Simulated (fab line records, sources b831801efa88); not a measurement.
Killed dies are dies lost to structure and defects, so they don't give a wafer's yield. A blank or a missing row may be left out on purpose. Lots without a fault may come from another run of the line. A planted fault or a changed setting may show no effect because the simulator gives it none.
A struck lot beside a sound one | flow sfq_line | 32 steps out of a route of 325
Sound: wafers L683.1, L683.3, L683.5. Struck: wafer L697.2. (L697.3 of the same lot was not struck and is left out.) The cause comes at the end.
At each step with rows: each side's tool, then ch and its chambers, then its first start. Under that, the readings that differ: sound wafers | struck wafers | difference of the means | sigmas: that difference in standard deviations of wafers without a fault.
alike: readings whose means differ by less than 2 such deviations, and words and numbers that are the same on both sides. not compared: withheld readings, readings that some wafer has no value for, bounds like >300 that may hide the same value, and numbers for which the record gives no deviation and whose values overlap.
The two part at a step that has a row with sigmas, a row that says differs or no value, or rows on one side only. Numbers that don't overlap but have no deviation are shown without sigmas and don't part them. A reading that every wafer of one side lacks parts them only if that side has two wafers or more.

SFQ_INCOMING_BOW_MEAS_900:
  sound on film_metro-03, day 1 20:00; struck on film_metro-02, day 4 18:01
  alike: INCOMING_BOW
then, 1 step without rows for these wafers: SFQ_TRILAYER_INCOMING_OXIDATION_002 (target thk 500 nm, ox time 4939 s).
SFQ_TRILAYER_L0_DEP_SPUTTER_003: material MoNx KI, target thk 40 nm, time 100 s.
  sound on pvd_sputter-05, day 1 22:29; struck on pvd_sputter-06, day 4 20:29
  reading                                                  | sound            | struck | difference | sigmas
  model.MoNx_KI_of_TRILAYER_L0_DEP_SPUTTER_003.thk_nm (nm) | 39.3 38.76 38.93 | 27     | -12        |
  alike: throttle_valve_pct
SFQ_L0_RS_MEAS_901: measures by four-point-probe.
  sound on film_metro-01, day 1 22:34; struck on film_metro-01, day 4 20:35
  reading                | sound          | struck | difference | sigmas
  L0_MONX_KI_RS (ohm/sq) | 44.2 44.9 44.6 | 64.3   | +19.7      | +38
SFQ_L0_THK_MEAS_902: measures by xrf.
  sound on film_metro-01, day 1 22:41; struck on film_metro-01, day 4 20:41
  reading             | sound          | struck | difference | sigmas
  L0_MONX_KI_THK (nm) | 38.1 37.5 37.8 | 26.4   | -11.4      | -22
then, 6 steps without rows for these wafers: SFQ_TRILAYER_L0_LITHO_COAT_010 (resist thk 62 nm); SFQ_TRILAYER_L0_LITHO_COAT_005 (resist thk 600 nm); SFQ_TRILAYER_L0_LITHO_SOFTBAKE_009; SFQ_TRILAYER_L0_LITHO_EXPOSE_006 (exposes mask L0, target cd 2000 nm); SFQ_TRILAYER_L0_LITHO_PEB_008 (peb time 60 s); SFQ_TRILAYER_L0_LITHO_DEVELOP_007 (time 60 s).
SFQ_TRILAYER_L0_BARC_OPEN_METAL_ETCH_010: etches BARC in O2, target depth 125 nm, time 41.7 s.
  sound on rie_metal-02 ch 0,1, day 2 10:49; struck on rie_metal-02 ch 0, day 5 12:26
  alike: drypump_motor_current_A, oes_product_au
  not compared: rf_hours_counter_h
SFQ_TRILAYER_L0_ETCH_METAL_ETCH_008: etches MoNx KI in SF6/O2, stops on SiO2, target depth 50 nm, time 25 s.
  sound on rie_metal-02 ch 0,1, day 2 10:53; struck on rie_metal-02 ch 0, day 5 12:30
  reading               | sound             | struck | difference | sigmas
  oes_product_au (a.u.) | 0.869 0.861 0.864 | 0.708  | -0.157     | -20
  alike: drypump_motor_current_A
  not compared: rf_hours_counter_h
then, 2 steps without rows for these wafers: SFQ_TRILAYER_L0_STRIP_STRIP_009 (strips in O2); SFQ_TRILAYER_L0_STRIP_SOLV_CLEAN_010 (cleans in NMP, time 600 s).
SFQ_TRILAYER_L0_CAP_PECVD_011: deposits SiO2 from SiH4/N2O, time 13.333 s, target thk 60 nm.
  sound on pecvd-03 ch 0,2, day 2 11:42; struck on pecvd-04 ch 0, day 5 13:19
  alike: heater_power_w, throttle_valve_pct
then, 6 steps without rows for these wafers: SFQ_TRILAYER_L0_VIA_LITHO_COAT_018 (resist thk 62 nm); SFQ_TRILAYER_L0_VIA_LITHO_COAT_013 (resist thk 650 nm); SFQ_TRILAYER_L0_VIA_LITHO_SOFTBAKE_017; SFQ_TRILAYER_L0_VIA_LITHO_EXPOSE_014 (exposes mask L0V, target cd 700 nm); SFQ_TRILAYER_L0_VIA_LITHO_PEB_016 (peb time 60 s); SFQ_TRILAYER_L0_VIA_LITHO_DEVELOP_015 (time 60 s).
-- the record jumps here: 5 days lie between the struck wafers' starts before and after --
SFQ_L0V_OVL_MEAS_903:
  sound on overlay-01, day 5 05:07; struck on overlay-02, day 10 10:02
  alike: L0V_OVL
then, 1 step without rows for these wafers: SFQ_TRILAYER_L0_VIA_BARC_OPEN_VIA_ETCH_021 (etches BARC in O2, target depth 125 nm, time 41.7 s).
SFQ_TRILAYER_L0_VIA_ETCH_VIA_ETCH_016: etches SiO2 in CHF3, stops on MoNx KI, target depth 80 nm.
  sound on rie_diel-03 ch 0,1,3, day 5 05:12; struck on rie_diel-03 ch 2, day 10 10:05
  reading               | sound             | struck | difference | sigmas
  oes_product_au (a.u.) | 0.851 0.850 0.857 | 0.831  | -0.022     | -3
  alike: drypump_motor_current_A
SFQ_TRILAYER_L0_VIA_STRIP_STRIP_017: strips in O2.
  sound on rie_metal-03 ch 0, day 5 05:14; struck on rie_metal-01 ch 1, day 10 10:08
  alike: drypump_motor_current_A, oes_product_au
  not compared: rf_hours_counter_h
then, 2 steps without rows for these wafers: SFQ_TRILAYER_L0_VIA_STRIP_SOLV_CLEAN_018 (cleans in NMP, time 600 s); SFQ_TRILAYER_M0_DEP_PRE_CLEAN_020 (time 15 s).
SFQ_TRILAYER_M0_DEP_SPUTTER_019: material Nb, target thk 200 nm, time 133.3 s.
  sound on pvd_sputter-03, day 5 06:02; struck on pvd_sputter-04, day 10 10:56
  alike: resputter_cathode_voltage_v, throttle_valve_pct
SFQ_M0_RS_MEAS_904: measures by four-point-probe.
  sound on film_metro-02, day 5 06:08; struck on film_metro-03, day 10 11:03
  reading           | sound             | struck | difference | sigmas
  M0_NB_RS (ohm/sq) | 0.905 0.899 0.899 | 0.881  | -0.020     | -2
then, 1 step without rows for these wafers: SFQ_TRILAYER_M0_LITHO_COAT_026 (resist thk 62 nm).
-- the record jumps here: 71 days lie between the struck wafers' starts before and after --
SFQ_M8_BOW_MEAS_951:
  sound on film_metro-02, day 75 08:46; struck on film_metro-01, day 81 05:56
  reading                  | sound             | struck | difference | sigmas
  model.etest.l0.ohm_sq    | 44.28 44.91 44.71 | 64.46  | +19.83     |
  model.etest.l0v.link_ohm | 45.22 45.83 45.63 | 65.37  | +19.81     |
  model.etest.l0.ohm_um    | 22.17 22.48 22.4  | 32.23  | +9.88      |
  alike: M8_BOW

WHERE THEY PART
First at SFQ_L0_RS_MEAS_901; last, within this record, at SFQ_M0_RS_MEAS_904. Later steps at which nothing parts them and some readings are alike: SFQ_M8_BOW_MEAS_951.

WHY: what the simulator had put in
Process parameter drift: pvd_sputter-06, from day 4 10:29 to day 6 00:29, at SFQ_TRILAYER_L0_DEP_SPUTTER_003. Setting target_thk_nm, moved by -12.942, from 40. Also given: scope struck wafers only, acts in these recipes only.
